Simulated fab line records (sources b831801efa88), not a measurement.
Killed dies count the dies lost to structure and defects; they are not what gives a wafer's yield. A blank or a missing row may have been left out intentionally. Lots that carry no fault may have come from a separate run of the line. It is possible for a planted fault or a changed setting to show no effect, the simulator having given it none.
A struck lot beside a sound one :: flow sky130 :: 15 steps out of a route of 708
Sound: wafers L508.2, L508.3, L508.6. Wafers L518.1, L518.2 were the ones struck. Last of all comes the cause.
Each step with rows lists, per side, the tool, then ch with its chambers, then its first start. Under that, the readings that differ: sound wafers :: struck wafers :: difference of the means :: sigmas: that difference in standard deviations of wafers without a fault.
alike: same words and numbers on both sides, and readings whose means sit less than 2 such deviations apart. not compared: any withheld reading, any reading some wafer has no value for, any bound like >300 that may hide the same value, and any number with overlapping values for which the record gives no deviation.
Wherever a step has rows on one side only, a row that says differs or no value, or a row with sigmas, the two part there. Numbers that don't overlap but have no deviation are shown without sigmas and don't part them. Lack of a reading on every wafer of one side parts them only where that side has two or more wafers.

first, 1 step without rows for these wafers: SKY_VIA2_ETCH_14 (etches BARC in N2/H2, stops on SiO2, time 45.9 s, target depth 60 nm).
SKY_VIA2_ETCH_15: etches SiO2 in C4F8/O2/Ar, stops on TiN, target depth 546 nm, time 84 s.
  sound on rieDiel-03 ch 0,1,3, day 38 20:10; struck on rieDiel-01 ch 2,3, day 41 09:12
  alike: oesProductAu, rfFwdPowerW
  not compared: rfHoursCounterH
SKY_VIA2_STRIP_16: strips in O2/N2.
  sound on plasmaAsher-04 ch 0,1, day 38 20:14; struck on plasmaAsher-02 ch 0,1, day 41 09:16
  alike: drypumpMotorCurrentA, oesProductAu, stripTimeToEndpointS
  not compared: rfHoursCounterH
then, 3 steps without rows for these wafers: SKY_VIA2_STRIP_17 (strips in post etch residue remover, time 1200 s); SKY_VIA2_CLEAN_18 (cleans in IPA, time 180 s); SKY_VIA2_CLEAN_19 (cleans in O3/DIW).
SKY_VIA2_SPUTTER_20: material TiN, target thk 20 nm, time 80 s.
  sound on pvdSputter-03, day 38 20:50; struck on pvdSputter-01, day 41 09:51
  alike: throttleValvePct
then, 1 step without rows for these wafers: SKY_VIA2_CVD_21 (deposits W, target thk 420 nm, time 126.4 s).
SKY_VIA2_RS_MEAS_22: measures by four-point-probe.
  sound on filmMetro-04, day 38 21:02; struck on filmMetro-01, day 41 10:02
  alike: VIA2_W_RS
SKY_VIA2_THK_MEAS_23: measures by xrf.
  sound on filmMetro-04, day 38 21:09; struck on filmMetro-01, day 41 10:10
reading: VIA2_W_THK (nm)
sound: 410 409 406
struck: 435 429
difference: +24
sigmas: +2
SKY_VIA2_CMP_24: polishes, stops on SiO2, t overpolish 20 s, target thk 0 nm.
  sound on cmp-01 ch 1,3, day 38 21:12; struck on cmp-01 ch 1,3, day 41 10:16
  alike: motorCurrentA, overpolishRunS, timeToEndpointS
then, 1 step without rows for these wafers: SKY_METAL3_SPUTTER_00 (material Ti, target thk 15 nm, time 10 s).
SKY_METAL3_SPUTTER_01: material TiN, target thk 20 nm, time 16.7 s.
  sound on pvdSputter-04, day 38 21:31; struck on pvdSputter-03, day 41 10:33
reading: model.TiN_of_METAL3_SPUTTER_01.thkNm (nm)
sound: 20.47 20.59 20.63
struck: 14.59 14.51
difference: -6.01
sigmas: 
  alike: throttleValvePct
SKY_METAL3_SPUTTER_02: material AlCu, target thk 735 nm, time 39.1 s.
  sound on pvdSputter-04, day 38 21:33; struck on pvdSputter-03, day 41 10:34
  alike: throttleValvePct
-- the record jumps here: 8 days lie between the struck wafers' starts before and after (it left off in module METAL3 and takes up again in module PAD_OPEN, whose first step shown is number 708 of the route) --
SKY_PAD_OPEN_PROBE_99:
  sound on prober-02, day 47 20:59; struck on prober-02, day 49 20:07
  alike: defectLimitedYield, killed_at_M0_to_M3, killed_at_M4_up, killedAtContacts, killedAtFrontEnd, killedAtOther, killedDies, killedOpen, killedShort, sort_bin_3_pad_short, sort_bin_5_function, sort_bin_6_memory, sortNPass, sortYieldPct

WHERE THEY PART
Within this record, at SKY_VIA2_THK_MEAS_23 only. Later steps at which nothing parts them and some readings are alike: SKY_VIA2_CMP_24, SKY_METAL3_SPUTTER_01, SKY_METAL3_SPUTTER_02, SKY_PAD_OPEN_PROBE_99.

WHY: the cause the simulator had injected
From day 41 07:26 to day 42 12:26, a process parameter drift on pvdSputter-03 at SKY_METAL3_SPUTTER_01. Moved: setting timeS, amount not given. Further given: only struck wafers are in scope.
